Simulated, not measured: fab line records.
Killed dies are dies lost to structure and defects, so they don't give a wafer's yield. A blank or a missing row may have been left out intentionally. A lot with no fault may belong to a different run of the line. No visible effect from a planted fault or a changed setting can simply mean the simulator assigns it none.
A lot that was struck, set against a sound lot :: flow sky130 :: 16 steps out of a route of 708
Sound: the wafers L885.3, L885.4, L885.5. Wafers L872.1, L872.3, L872.4 were the ones struck. At the end, the cause is stated.
Each step with rows lists, per side, the tool, then ch with its chambers, then its first start. Under that, the readings that differ: sound wafers :: struck wafers :: difference of the means :: sigmas: that difference in standard deviations of wafers without a fault.
alike: words and numbers the same on both sides, and readings whose means are apart by under 2 such deviations; not compared: readings that were withheld, readings missing a value for some wafer, numbers with overlapping values and no deviation given by the record, and bounds like >300 which may hide the same value.
Wherever a step has rows on one side only, a row that says differs or no value, or a row with sigmas, the two part there. Non-overlapping numbers with no deviation appear without sigmas and do not part them. A reading missing from all wafers of one side parts the sides only when that side holds two or more wafers.

first, 5 steps without rows for these wafers: SKY_SONOS_TUNNEL_COAT_02 (resist thk 1140 nm); SKY_SONOS_TUNNEL_SOFTBAKE_03 (time 60 s); SKY_SONOS_TUNNEL_EXPOSE_04 (exposes mask TUNM, target cd 410 nm); SKY_SONOS_TUNNEL_PEB_05; SKY_SONOS_TUNNEL_DEVELOP_06 (develop time 60 s).
SKY_SONOS_TUNNEL_CD_MEAS_07: target cd 410 nm.
  struck on cd sem-01, day 12 10:25; sound on cd sem-01, day 17 05:52
  alike: cd nm
SKY_SONOS_TUNNEL_OVL_MEAS_08:
  struck on overlay-01, day 12 10:32; sound on overlay-01, day 17 05:57
reading: SONOS_TUNNEL_OVL (nm)
sound: 2.7 1.5 3.2
struck: 1.2 0.0 -2.0
difference: -2.7
sigmas: -2
then, 3 steps without rows for these wafers: SKY_SONOS_TUNNEL_IMPLANT_09; SKY_SONOS_TUNNEL_WET_ETCH_10 (etches SiO2 in dHF, target depth 14 nm, time 280 s); SKY_SONOS_TUNNEL_STRIP_11 (strips in SPM, time 600 s).
SKY_SONOS_TUNNEL_TW_MEAS_12:
  struck on film metro-03, day 12 10:59; sound on film metro-01, day 17 06:26
reading: SONOS_TUNNEL_TW
sound: 199.2 200.0 199.8
struck: 196.0 196.8 195.9
difference: -3.4
sigmas: -3
then, 1 step without rows for these wafers: SKY_SONOS_TUNNEL_CLEAN_13 (cleans in dHF, time 20 s).
SKY_SONOS_ONO_OXIDATION_00: stabilise 600 s, purge 300 s, target thk 2.6 nm.
  sound on furnace-02 ch 0, day 17 08:44; struck on furnace-02 ch 0, day 12 11:53
reading: model.SiO2_of_SONOS_ONO_OXIDATION_00.thk nm (nm)
sound: 2.598 2.592 2.581
struck: 3.521 3.488 3.473
difference: +0.904
sigmas: 
SKY_SONOS_ONO_THK_MEAS_01:
  struck on film metro-04, day 12 13:13; sound on film metro-03, day 17 10:06
reading: SONOS_ONO_OXIDATION_THK (nm)
sound: 2.60 2.60 2.57
struck: 3.55 3.49 3.47
difference: +0.91
sigmas: +14
then, 1 step without rows for these wafers: SKY_SONOS_ONO_CVD_02 (deposits Si3N4 from DCS/NH3, target thk 10.5 nm, time 180 s).
-- a jump in the record: the struck wafers' starts before and after are 34 days apart (it breaks off in module SONOS_ONO and resumes in module PAD_OPEN, where the first step shown is number 708 of the route) --
SKY_PAD_OPEN_PROBE_99:
  struck on prober-02, day 46 22:46; sound on prober-02, day 50 10:28
reading: model.etest.sonos erased.drive ua um
sound: 170.6
struck: 20.35 18.73
difference: -151.06
sigmas: 

reading: model.etest.sonos uncharged.r on ohm um
sound: 810.4
struck: 863.5 852.7
difference: +47.7
sigmas: 

reading: model.etest.sonos erased.vt v (V)
sound: -2.234
struck: -0.3926 -0.3496
difference: +1.8629
sigmas: 

reading: model.etest.cap ono.gate log10 a cm2
sound: -8.118
struck: -9.368 -9.416
difference: -1.274
sigmas: 

reading: model.etest.sonos programmed.off log10 a um
sound: -13.92
struck: -12.82 -12.05
difference: +1.48
sigmas: 

reading: model.etest.cap ono.gate bv v (V)
sound: 16.18
struck: 17.75 17.9
difference: +1.64
sigmas: 

reading: model.etest.cap ono.tox acc nm (nm)
sound: 13
struck: 13.94 14.08
difference: +1.01
sigmas: 

reading: model.etest.sonos programmed.vt v (V)
sound: 1.43
struck: 0.8674 0.7871
difference: -0.6027
sigmas: 

== WHERE THEY PART ==
At SKY_SONOS_TUNNEL_OVL_MEAS_08 first; at SKY_SONOS_ONO_THK_MEAS_01 last (within this record only).

WHY: what the simulator had put in
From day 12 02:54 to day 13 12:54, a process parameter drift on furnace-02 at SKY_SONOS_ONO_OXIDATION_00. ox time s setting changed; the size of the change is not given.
